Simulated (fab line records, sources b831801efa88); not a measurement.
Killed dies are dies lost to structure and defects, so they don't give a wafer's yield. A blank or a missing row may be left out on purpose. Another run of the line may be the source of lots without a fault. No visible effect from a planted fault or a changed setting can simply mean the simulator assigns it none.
Code-filled problem report in 8D (eight disciplines) form -- flow sky130 -- the parts of the form that need people (team, actions taken, sign-off) are left out

== 1. WHAT WENT WRONG ==
Wafers without a fault read 24.98 C, standard deviation 0.1; temp c at SKY_FIELD_ISO_WET_ETCH_30 reads a mean of 42.20 C on 6 wafers belonging to 2 lots. That is +99 or more standard deviations from the usual mean.
The step: etches SiO2 in dHF, target depth 25 nm, time 50 s.
First seen on wafer L778.1, day 3 15:50, on wet bench-02. Wafers with a number at this step in the record: 39, from 13 lots. Rule for "out" (also "out of limits"): further than 4 standard deviations from the usual mean. All remaining wafers that have a number are taken as sound.

== 2. WHAT IT IS AND WHAT IT IS NOT ==
question,is,is not
which readings at this step,"temp c, bath heat duty pct",-
which lots,"L778, L779","L772, L773, L774, L775, L776, L785, L790, L792, L793, L794, L795"
which wafers of those lots,all that have a number,-
read on which tools,wet bench-02,"wet bench-01, wet bench-04"
when,from day 3 15:50,"up to then (15 sound wafers); but 18 sound wafers of L785, L790, L792, L793, L794, L795 came after"

== 3. WHAT RULES OUT EACH SUSPECT ==
Counting: a tool at a process step up to the reading stays a suspect if it ran every lot that is out and no sound lot after the first of them.
- rie diel-04 at SKY_FIELD_ISO_ETCH_15 (etches the open film in CHF3/O2, stops on Si, target depth 180 nm, time 72 s): ruled out as a lasting fault. After its first lot that is out, L778 (day 3 11:10), sound lots L790, L794 ran on it.
- wet bench-02 at SKY_FIELD_ISO_WET_ETCH_30 (etches SiO2 in dHF, target depth 25 nm, time 50 s): ruled out as a lasting fault. After its first lot that is out, L778 (day 3 15:50), sound lots L795 ran on it.
Left after counting: nothing in the record.

== 4. THE CAUSE (what the simulator had put in) ==
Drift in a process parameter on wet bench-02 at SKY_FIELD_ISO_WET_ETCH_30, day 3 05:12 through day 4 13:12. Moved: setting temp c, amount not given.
Counting ruled it out, wrongly.

== 5. THE EFFECT CHAIN, in route order ==
Each row: a reading where the mean over the struck wafers with a number is more than 3 standard deviations away from the usual. Only readings for which the record gives a usual standard deviation are gone through. hours: the time from each lot's start at the first step in this table that gives one to its start at this step, as a median over the lots. sigmas: the change in usual standard deviations.
hours,step,reading,usual,on struck wafers,change,sigmas
0,SKY_FIELD_ISO_WET_ETCH_30,bath heat duty pct,5.8 %,29.6,+23.8,+33
0,SKY_FIELD_ISO_WET_ETCH_30,temp c,24.98 C,42.20,+17.22,+99 or more
The process steps in it:
- SKY_FIELD_ISO_WET_ETCH_30: etches SiO2 in dHF, target depth 25 nm, time 50 s.
Later steps that measure or inspect, where all struck wafers having a row at the step show a number for every such reading and not one has moved that far: SKY_PWDE_TW_MEAS_10.

== 6. WHAT WOULD HAVE CAUGHT IT SOONER ==
11 hours passed between the start of the fault at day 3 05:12 and the first reading out of limits in this record, taken at day 3 15:50.
